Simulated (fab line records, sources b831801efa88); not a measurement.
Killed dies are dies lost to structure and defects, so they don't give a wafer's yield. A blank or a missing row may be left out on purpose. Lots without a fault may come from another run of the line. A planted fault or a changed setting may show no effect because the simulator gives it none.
fab line records | flow sky130
record lots=5 wafers=23
route steps=708 shown METAL5@676 PASSIVATION@691
start_h: hours from the record's first day to the start of the lot's first wafer shown | wait_h: hours since the lot's step before | " the same as in the row above | L1.1+2: a row that stands for several wafers | - no value, or no start given | * or withheld: withheld | < > ~ a bound
route shown NAME@n: a module of which the file shows steps, and the number in the route of the first | usual: mean/standard deviation of fault-free wafers | same: alike in all rows | chamber/n: place in a boat | sites: the reading at each site | _std_site: their standard deviation | _edge_site: outer sites' mean less inner sites' | radius_mm: how far each site lies from the wafer's centre | mask NAME#n: copy n | behind: the tool/chamber that last shaped the wafer | hold: why the lot was held/for how many hours/how that ended | device: the transistor (n, p or np) that didn't switch | end of line: the same wafers' tests at the end of the route | a step without rows: its recipe alone | killed: dies lost to structure and defects at the first sort, not the wafer's yield | map: a wafer's dies, x killed, . not, _ none there
set.NAME: the setting as run; set.NAME@STEP: as run at that earlier step | model.NAME: the simulator's own value behind a step, which no gauge read
lots whose settings were changed on purpose; a table a step, a row a wafer
## steps
# step SKY_METAL5_METAL_ETCH_15
# recipe target_depth_a=12600 stop_on=SiO2 over_etch_frac=0.2 time_s=252 chemistry=Cl2/BCl3 resist_sidewall_deg=86 pressure_mtorr=10 icp_w=900 bias_w=48.5 Cl2_flow_sccm=60 bcl3_flow_sccm=30
# columns lot.wafer tool chamber start_h wait_h set.bias_w
L076.1+2+4 rie_metal-04 0,1,1 1046.68 0.0 52.99
L076.3+5 " 0,1 " " 48.5
L078.2+5+6 rie_metal-03 0,0,1 1060.99 0.0 48.5
L079.2+3+4 rie_metal-03 1,0,1 1065.07 0.0 50.65
L079.5+6 " 0,1 " " 48.5
L080.1+2+4 rie_metal-01 1,0,0 1069.82 0.0 51.45
L080.3+5 " 1 " " 48.5
L085.1+5+6 rie_metal-04 1,1,0 1104.94 0.0 51.56
L085.2+3 " 0,1 " " 48.5
# step SKY_METAL5_STRIP_16
# recipe chemistry=O2/N2 power_w=1400 pressure_mtorr=1500 platen_temp_c=withheld o2_flow_sccm=3000 n2_flow_sccm=300 overash_fraction=0.5
# usual strip_time_to_endpoint_s=13.06/0.12
# columns lot.wafer tool chamber start_h wait_h set.bias_w@METAL5_METAL_ETCH_15 strip_time_to_endpoint_s
L076.1 plasma_asher-02 0 1047.00 0.2 52.99 12.81
L076.2 " 1 " " 52.99 12.82
L076.3 " 1 " " 48.5 13.16
L076.4 " 0 " " 52.99 12.77
L076.5 " 1 " " 48.5 13.20
L078.2 plasma_asher-01 0 1061.23 0.2 48.5 13.06
L078.5 " 1 " " 48.5 12.98
L078.6 " 0 " " 48.5 12.90
L079.2 plasma_asher-02 1 1065.31 0.2 50.65 12.91
L079.3 " 0 " " 50.65 13.02
L079.4 " 1 " " 50.65 12.88
L079.5 " 1 " " 48.5 13.15
L079.6 " 0 " " 48.5 13.11
L080.1 plasma_asher-04 0 1070.06 0.2 51.45 12.89
L080.2 " 1 " " 51.45 12.89
L080.3 " 0 " " 48.5 13.18
L080.4 " 1 " " 51.45 12.90
L080.5 " 0 " " 48.5 13.03
L085.1 plasma_asher-04 0 1105.18 0.2 51.56 12.83
L085.2 " 1 " " 48.5 12.81
L085.3 " 0 " " 48.5 12.97
L085.5 " 1 " " 51.56 12.80
L085.6 " 0 " " 51.56 12.67
# step SKY_PASSIVATION_DEVELOP_10
# recipe develop_time_s=60 dev_temp_c=23
# columns lot.wafer tool chamber start_h wait_h set.develop_time_s
L076.1+2 litho_track-03 0 - - 60
L076.3+4+5 " 0 " " 68.02
L078.2+5+6 litho_track-03 0 - - 60
L079.2+5 litho_track-01 0 - - 60
L079.3+4+6 " 0 " " 65.66
L080.1+2+3 litho_track-01 0 - - 60
L080.4+5 " 0 " " 53.04
L085.1+2+3+5+6 litho_track-03 0 - - 60
# step SKY_PASSIVATION_ETCH_11
# recipe chemistry=CF4/O2 target_depth_nm=725 stop_on=AlCu source_w=800 bias_w=150 pressure_mtorr=150 cf4_flow_sccm=80 O2_flow_sccm=10 time_s=161.1
# columns lot.wafer tool chamber start_h wait_h set.develop_time_s@PASSIVATION_DEVELOP_10 model.PASSIVATION.cd_nm
L076.1 rie_diel-02 2 1069.38 - 60 2993
L076.2 " 0 " " 60 2992
L076.3 " 1 " " 68.02 3006
L076.4 " 3 " " 68.02 3011
L076.5 " 1 " " 68.02 3010
L078.2 rie_diel-01 2 1082.78 - 60 2995
L078.5 " 3 " " 60 3003
L078.6 " 0 " " 60 2991
L079.2 rie_diel-01 0 1087.39 - 60 2980
L079.3+4+6 " 1,2,2 " " 65.66 2994
L079.5 " 3 " " 60 2987
L080.1 rie_diel-01 3 1092.09 - 60 2987
L080.2 " 2 " " 60 2984
L080.3 " 0 " " 60 2980
L080.4 " 1 " " 53.04 2966
L080.5 " 0 " " 53.04 2962
L085.1 rie_diel-01 1 1124.78 - 60 2996
L085.2 " 0 " " 60 2992
L085.3 " 2 " " 60 2999
L085.5 " 2 " " 60 3001
L085.6 " 1 " " 60 2995
## key
split step=SKY_METAL5_METAL_ETCH_15 setting=bias_w stated=48.5 by=wafer
response step=SKY_METAL5_STRIP_16 reading=strip_time_to_endpoint_s change=* per=1% r=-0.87
split step=SKY_PASSIVATION_DEVELOP_10 setting=develop_time_s stated=60 by=wafer
response step=SKY_PASSIVATION_ETCH_11 reading=model.PASSIVATION.cd_nm change=+1.35 per=1% r=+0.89
